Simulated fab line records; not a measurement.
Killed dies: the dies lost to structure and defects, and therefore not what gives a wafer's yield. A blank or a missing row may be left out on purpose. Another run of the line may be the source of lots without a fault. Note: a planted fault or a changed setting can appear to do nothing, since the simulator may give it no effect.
A struck lot beside a sound one ; flow sky130 ; 15 out of 708 route steps
Sound: wafers L291.1, L291.2, L291.3. Struck: wafer L298.4; the same lot's L298.2 was not struck, so it is left out; see the end for the cause.
Per side, at each step with rows, come the tool, then ch with its chambers, and then its first start. Under that, the readings that differ: sound wafers ; struck wafers ; difference of the means ; sigmas: that difference in standard deviations of wafers without a fault.
alike: a reading whose means differ by less than 2 such deviations, as well as words and numbers matching on both sides. not compared: withheld readings; readings where some wafer has no value; bounds like >300 that might hide an equal value; numbers whose values overlap and for which the record gives no deviation.
A row with sigmas, a row that says differs or no value, or rows on one side alone: a step with any of these is where the two part. Numbers that have no deviation but don't overlap get no sigmas and don't part them. A reading that every wafer of one side lacks parts them only if that side has two wafers or more.

SKY_GATE_OXIDE_OVL_MEAS_10:
  sound on overlay-01 at day 14 15:46; struck on overlay-02 at day 17 10:59
  alike: GATE_OXIDE_OVL
then, 2 steps without rows for these wafers: SKY_GATE_OXIDE_IMPLANT_11; SKY_GATE_OXIDE_WET_ETCH_12 (etches SiO2 in dHF, target depth 16.8 nm, time 336 s).
SKY_GATE_OXIDE_STRIP_13: strips in O2/N2.
  sound on plasma asher-02 ch 0,1, day 14 16:02; struck on plasma asher-03 ch 0, day 17 11:17
reading;sound;struck;difference;sigmas
drypump motor current A (A);4.9 5.6 5.6;6.5;+1.1;+3
  alike: oes product au, strip time to endpoint s
  not compared: rf hours counter h
SKY_GATE_OXIDE_TW_MEAS_14:
  sound on film metro-03 at day 14 16:08; struck on film metro-02 at day 17 11:24
  alike: GATE_OXIDE_TW
then, 3 steps without rows for these wafers: SKY_GATE_OXIDE_CLEAN_15 (cleans in SC1/SC2, time 150 s); SKY_GATE_OXIDE_OXIDATION_16 (stabilise 600 s, purge 300 s, target thk 3.57 nm); SKY_POLY_GATE_CVD_00 (deposits poly-Si, target thk 180 nm, time 720 s).
SKY_POLY_GATE_THK_MEAS_01:
  sound on film metro-02 at day 14 19:26; struck on film metro-01 at day 17 16:23
  alike: POLY_GATE_CVD_00_THK
then, 3 steps without rows for these wafers: SKY_RES_PROTECT_DEHYDRATE_00 (time 60 s); SKY_RES_PROTECT_HMDS_01 (prime time 60 s); SKY_RES_PROTECT_COAT_02 (resist thk 1140 nm).
SKY_RES_PROTECT_SOFTBAKE_03: time 60 s.
  sound on litho track-02 ch 0, day 15 09:15; struck on litho track-02 ch 0, day 18 07:47
reading;sound;struck;difference;sigmas
heater power total W (W);56.59 56.57 56.59;58.93;+2.35;+56
run length s (s);89.12 89.03 89.01;82.40;-6.65;-55
then, 1 step without rows for these wafers: SKY_RES_PROTECT_EXPOSE_04 (exposes mask RPM, target cd 1270 nm).
-- here the record skips 30 days between the struck wafers' starts before and after, leaving off in module RES_PROTECT and picking up in module PAD_OPEN (first step shown: number 708 of the route) --
SKY_PAD_OPEN_PROBE_99:
  sound on prober-01 at day 46 08:50; struck on prober-02 at day 48 13:11
reading;sound;struck;difference;sigmas
killed at contacts;21 32 22;36;+11;+2
  alike: killed_at_M0_to_M3, killed_at_M4_up, killed at front end, killed at other, killed dies, killed open, killed short

## WHERE THEY PART
At SKY_GATE_OXIDE_STRIP_13 first; at SKY_PAD_OPEN_PROBE_99 last (within this record only).

WHY: what the simulator had put in
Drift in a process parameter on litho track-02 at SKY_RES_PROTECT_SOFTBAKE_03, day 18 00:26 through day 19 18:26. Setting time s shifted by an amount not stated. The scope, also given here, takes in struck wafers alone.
